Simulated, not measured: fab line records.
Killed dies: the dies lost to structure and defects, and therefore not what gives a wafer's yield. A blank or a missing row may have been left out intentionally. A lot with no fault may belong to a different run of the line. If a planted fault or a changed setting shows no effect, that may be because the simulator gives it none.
One fault seen from 2 desks + flow gf180mcu + every desk sees just its own numbers, and what lay behind them comes last

== TOOL OWNER'S DESK, krf scanner-01 ==
The tool's own readings at GF_M5_EXPOSE_04 (exposes mask Metal5, target cd 280 nm): means of the sampled wafers that have a number, for each lot that ran on this tool. The brackets show how far a lot's mean lies from the usual mean; more than 4 standard deviations puts the lot out of limits, marked OUT.
Columns: A = exposure dose mJ cm2 at GF_M5_EXPOSE_04, usual 27.999; B = focus offset nm at GF_M5_EXPOSE_04, usual 0.0 nm
| lot  | first seen here | A      | B    |
|------|-----------------|--------|------|
| L440 | day 25 20:07    | 27.990 | -0.8 |
| L443 | day 26 17:37    | 28.029 | -0.3 |
| L453 | day 30 10:15    | 27.993 | 0.1  |
| L454 | day 30 17:11    | 28.008 | -0.3 |
| L456 | day 31 02:28    | 27.976 | -0.0 |
| L457 | day 31 07:49    | 27.981 | -0.3 |
| L458 | day 31 08:26    | 27.996 | 0.6  |
| L462 | day 32 13:10    | 27.976 | -0.1 |
| L463 | day 32 13:49    | 27.992 | -0.7 |
This desk found nothing out of limits on any of the 9 lots.

== AT THE METROLOGY DESK ==
What the gauges read for every lot (on any tool): the sampled wafers with a number, averaged. The brackets show how far a lot's mean lies from the usual mean; more than 4 standard deviations puts the lot out of limits, marked OUT.
Columns: A = cd nm at GF_M5_CD_MEAS_07, usual 280.1 nm
| lot  | first seen here | A     |
|------|-----------------|-------|
| L440 | day 26 06:10    | 278.9 |
| L443 | day 27 03:05    | 278.7 |
| L444 | day 27 22:53    | 278.9 |
| L453 | day 30 19:38    | 280.4 |
| L454 | day 31 01:29    | 278.3 |
| L456 | day 31 10:37    | 280.2 |
| L457 | day 31 16:50    | 279.4 |
| L458 | day 31 17:35    | 278.9 |
| L459 | day 32 00:43    | 279.0 |
| L460 | day 32 06:29    | 281.9 |
| L462 | day 32 21:17    | 279.5 |
| L463 | day 32 22:07    | 281.6 |
This desk found nothing out of limits on any of the 12 lots.

== PUT TOGETHER ==
Nothing out of limits was seen by the tool owner's desk.
At the metrology desk, nothing out of limits was observed.

== WHAT THE SIMULATOR HAD INSERTED ==
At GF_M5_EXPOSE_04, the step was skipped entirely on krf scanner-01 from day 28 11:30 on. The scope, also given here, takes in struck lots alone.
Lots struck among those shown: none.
